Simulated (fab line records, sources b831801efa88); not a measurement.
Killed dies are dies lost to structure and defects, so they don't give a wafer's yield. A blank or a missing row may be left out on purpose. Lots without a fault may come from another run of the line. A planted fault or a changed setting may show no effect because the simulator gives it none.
A struck lot beside a sound one | flow sfq_line | 18 steps out of a route of 325
Sound: wafers L266.1, L266.4, L266.6. Struck: wafers L276.1, L276.3, L276.5. The cause comes at the end.
At each step with rows: each side's tool, then ch and its chambers, then its first start. Under that, the readings that differ: sound wafers | struck wafers | difference of the means | sigmas: that difference in standard deviations of wafers without a fault.
alike: readings whose means differ by less than 2 such deviations, and words and numbers that are the same on both sides. not compared: withheld readings, readings that some wafer has no value for, bounds like >300 that may hide the same value, and numbers for which the record gives no deviation and whose values overlap.
The two part at a step that has a row with sigmas, a row that says differs or no value, or rows on one side only. Numbers that don't overlap but have no deviation are shown without sigmas and don't part them. A reading that every wafer of one side lacks parts them only if that side has two wafers or more.

SFQ_TRILAYER_M0_BARC_OPEN_METAL_ETCH_031: etches BARC in O2, target depth 125 nm, time 41.7 s.
  sound on rie_metal-02 ch 0,1, day 7 06:39; struck on rie_metal-04 ch 0,1, day 10 11:33
  alike: drypump_motor_current_A, oes_product_au
  not compared: rf_hours_counter_h
SFQ_TRILAYER_M0_ETCH_METAL_ETCH_024: etches Nb in Cl2/Ar, stops on SiO2, target depth 240 nm, time 120 s.
  sound on rie_metal-02 ch 0,1, day 7 06:43; struck on rie_metal-04 ch 0,1, day 10 11:37
  alike: drypump_motor_current_A, oes_product_au
  not compared: rf_hours_counter_h
SFQ_TRILAYER_M0_STRIP_STRIP_025: strips in O2.
  sound on rie_metal-02 ch 0,1, day 7 06:50; struck on rie_metal-04 ch 0,1, day 10 11:44
  alike: drypump_motor_current_A, oes_product_au
  not compared: rf_hours_counter_h
then, 1 step without rows for these wafers: SFQ_TRILAYER_M0_STRIP_SOLV_CLEAN_026 (cleans in NMP, time 600 s).
SFQ_TRILAYER_I0_DEP_PECVD_027: deposits SiO2 from SiH4/N2O, time 111.11 s, target thk 500 nm.
  sound on pecvd-02 ch 0,1, day 7 07:37; struck on pecvd-02 ch 0,2, day 10 12:31
  reading                | sound          | struck         | difference | sigmas
  throttle_valve_pct (%) | 26.6 26.6 26.8 | 23.2 22.8 22.7 | -3.8       | -4
  alike: heater_power_w, showerhead_vpp_V
  not compared: since_wet_clean_h
SFQ_TRILAYER_I0_CMP_CMP_028: polishes SiO2.
  sound on cmp-01 ch 1,2,3, day 7 08:14; struck on cmp-02 ch 1,3, day 10 17:43
  alike: motor_current_A, time_to_endpoint_s
SFQ_I0_BOW_MEAS_907:
  sound on film_metro-04, day 7 10:44; struck on film_metro-01, day 10 20:43
  alike: I0_BOW
then, 5 steps without rows for these wafers: SFQ_TRILAYER_I0_METRO_MEASURE_029; SFQ_TRILAYER_I0_VIA_LITHO_COAT_036 (resist thk 62 nm); SFQ_TRILAYER_I0_VIA_LITHO_COAT_031 (resist thk 650 nm); SFQ_TRILAYER_I0_VIA_LITHO_SOFTBAKE_035; SFQ_TRILAYER_I0_VIA_LITHO_EXPOSE_032 (exposes mask I0, target cd 500 nm).
SFQ_TRILAYER_I0_VIA_LITHO_PEB_034: peb time 60 s.
  sound on litho_track-02 ch 0, day 9 14:04; struck on litho_track-02 ch 0, day 12 19:37
  reading                  | sound             | struck            | difference | sigmas
  heater_power_total_W (W) | 79.17 79.20 79.28 | 87.38 87.48 87.54 | +8.25      | +99 or more
then, 1 step without rows for these wafers: SFQ_TRILAYER_I0_VIA_LITHO_DEVELOP_033 (time 60 s).
SFQ_I0_OVL_MEAS_908:
  sound on overlay-02, day 9 14:22; struck on overlay-02, day 12 19:55
  alike: I0_OVL
SFQ_TRILAYER_I0_VIA_BARC_OPEN_VIA_ETCH_046: etches BARC in O2, target depth 125 nm, time 41.7 s.
  sound on rie_diel-01 ch 0,1, day 9 14:24; struck on rie_diel-02 ch 0,1, day 12 19:57
  reading             | sound             | struck            | difference | sigmas
  model.I0.cd_nm (nm) | 498.7 499.4 498.9 | 451.3 451.3 452.4 | -47.3      |
  alike: drypump_motor_current_A, oes_product_au
  not compared: rf_hours_counter_h
SFQ_TRILAYER_I0_VIA_ETCH_VIA_ETCH_034: etches SiO2 in CHF3, stops on Nb, target depth 260 nm.
  sound on rie_diel-01 ch 0,1, day 9 14:26; struck on rie_diel-02 ch 0,1, day 12 19:59
  reading             | sound             | struck            | difference | sigmas
  model.I0.cd_nm (nm) | 498.6 497.3 498.5 | 449.1 452.7 453.6 | -46.3      |
  alike: drypump_motor_current_A, oes_product_au
then, 1 step without rows for these wafers: SFQ_TRILAYER_I0_VIA_STRIP_STRIP_035 (strips in O2).

WHERE THEY PART
First at SFQ_TRILAYER_I0_DEP_PECVD_027; last, within this record, at SFQ_TRILAYER_I0_VIA_LITHO_PEB_034. Later steps at which nothing parts them and some readings are alike: SFQ_I0_OVL_MEAS_908, SFQ_TRILAYER_I0_VIA_BARC_OPEN_VIA_ETCH_046, SFQ_TRILAYER_I0_VIA_ETCH_VIA_ETCH_034.

WHY: what the simulator had put in
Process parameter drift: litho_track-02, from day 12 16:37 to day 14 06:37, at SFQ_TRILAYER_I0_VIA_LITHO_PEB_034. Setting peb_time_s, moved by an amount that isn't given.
